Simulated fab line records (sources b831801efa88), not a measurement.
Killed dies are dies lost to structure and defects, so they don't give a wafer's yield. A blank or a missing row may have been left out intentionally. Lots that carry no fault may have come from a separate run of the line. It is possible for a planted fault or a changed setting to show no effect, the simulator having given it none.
Which tool is to blame? + flow sky130 + Sampling: 14 lots, 42 wafers, 2 of 708 route steps

## WHAT THE GAUGES READ, wafer by wafer
SKY_VIA1_THK_MEAS_01.
| lot  | measured     | on            | VIA1_HDPCVD_THK (nm) |
|------|--------------|---------------|----------------------|
| L928 | day 32 18:24 | film metro-01 | 1023 1031 1022       |
| L931 | day 33 11:13 | film metro-02 | 1030 1030 1027       |
| L932 | day 34 03:31 | film metro-03 | 1009 1035 1034       |
| L933 | day 34 08:42 | film metro-01 | 1019 1025 1019       |
| L934 | day 34 13:19 | film metro-02 | 1034 1023 1047       |
| L935 | day 34 23:04 | film metro-03 | 1036 1051 1040       |
| L940 | day 36 12:41 | film metro-03 | 1043 1043 1042       |
| L942 | day 37 04:40 | film metro-01 | 1025 1024 1024       |
| L943 | day 37 05:00 | film metro-02 | 1036 1029 1027       |
| L945 | day 37 22:58 | film metro-01 | 1022 1042 1033       |
| L946 | day 38 01:43 | film metro-03 | 1031 1024 1042       |
| L949 | day 39 16:24 | film metro-03 | 1023 1046 1055       |
| L951 | day 39 23:03 | film metro-02 | 1043 1053 1058       |
| L950 | day 40 08:58 | film metro-03 | 1038 1035 1047       |

## WHICH TOOL RAN EACH LOT (tool, then ch and the chambers of the sampled wafers, then the start)
| lot  | SKY_METAL1_STRIP_20                  |
|------|--------------------------------------|
| L928 | plasma asher-03 ch 1, day 32 17:39   |
| L931 | plasma asher-03 ch 0,1, day 33 10:31 |
| L932 | plasma asher-02 ch 0,1, day 34 02:48 |
| L933 | plasma asher-01 ch 0,1, day 34 07:59 |
| L934 | plasma asher-02 ch 0,1, day 34 12:36 |
| L935 | plasma asher-02 ch 0,1, day 34 22:21 |
| L940 | plasma asher-01 ch 0,1, day 36 12:00 |
| L942 | plasma asher-02 ch 0, day 37 03:57   |
| L943 | plasma asher-01 ch 0,1, day 37 04:17 |
| L945 | plasma asher-01 ch 0,1, day 37 22:16 |
| L946 | plasma asher-03 ch 0,1, day 38 01:00 |
| L949 | plasma asher-02 ch 0,1, day 39 15:39 |
| L951 | plasma asher-02 ch 1, day 39 22:20   |
| L950 | plasma asher-03 ch 0,1, day 40 08:16 |
- SKY_METAL1_STRIP_20: strips in O2/N2.

## WHAT THE TOOLS THEMSELVES READ (means of the sampled wafers that have a number; where no wafer has one, the mark that the record gives instead)
SKY_METAL1_STRIP_20.
| lot  | tool            | drypump motor current A (A) | oes product au (a.u.) | strip time to endpoint s (s) |
|------|-----------------|-----------------------------|-----------------------|------------------------------|
| L928 | plasma asher-03 | 6.26                        | 0.342                 | 2.66                         |
| L931 | plasma asher-03 | 6.04                        | 0.340                 | 2.69                         |
| L932 | plasma asher-02 | 5.81                        | 0.343                 | 2.69                         |
| L933 | plasma asher-01 | 5.69                        | 0.342                 | 2.72                         |
| L934 | plasma asher-02 | 5.83                        | 0.343                 | 2.72                         |
| L935 | plasma asher-02 | 5.84                        | 0.343                 | 2.70                         |
| L940 | plasma asher-01 | 5.70                        | 0.345                 | 2.73                         |
| L942 | plasma asher-02 | 5.70                        | 0.339                 | 2.70                         |
| L943 | plasma asher-01 | 5.64                        | 0.344                 | 2.70                         |
| L945 | plasma asher-01 | 5.67                        | 0.346                 | 2.77                         |
| L946 | plasma asher-03 | 5.82                        | 0.343                 | 2.71                         |
| L949 | plasma asher-02 | 5.76                        | 0.343                 | 2.69                         |
| L951 | plasma asher-02 | 5.91                        | 0.343                 | 2.71                         |
| L950 | plasma asher-03 | 5.83                        | 0.341                 | 2.73                         |

## THE ANSWER, worked out from the rows above alone
Rule: the usual values come from the lots themselves. The widest of any qualifying gaps counts: lots, ordered by their means at a reading, are off when they make up no more than a third of the lots, leave a main group of 4 or more, and stand apart from it by 3 or more times the standard deviation of that group's means. Not used: any main group whose means are identical at the precision the tables above print for the reading. Also off: a lot with no number at a reading for which 4 or more lots have one. All remaining lots with rows at the step are treated as sound. After the gauges, taken in route order, come the tools' own readings; for these a lot's mean is taken, as printed above. At the first step where some lot is off, the reading lying furthest off is the one used; lots without a number count as furthest.
Nothing can be told from this: no lot is off at any reading shown.

## WHAT THE SIMULATOR PUT IN
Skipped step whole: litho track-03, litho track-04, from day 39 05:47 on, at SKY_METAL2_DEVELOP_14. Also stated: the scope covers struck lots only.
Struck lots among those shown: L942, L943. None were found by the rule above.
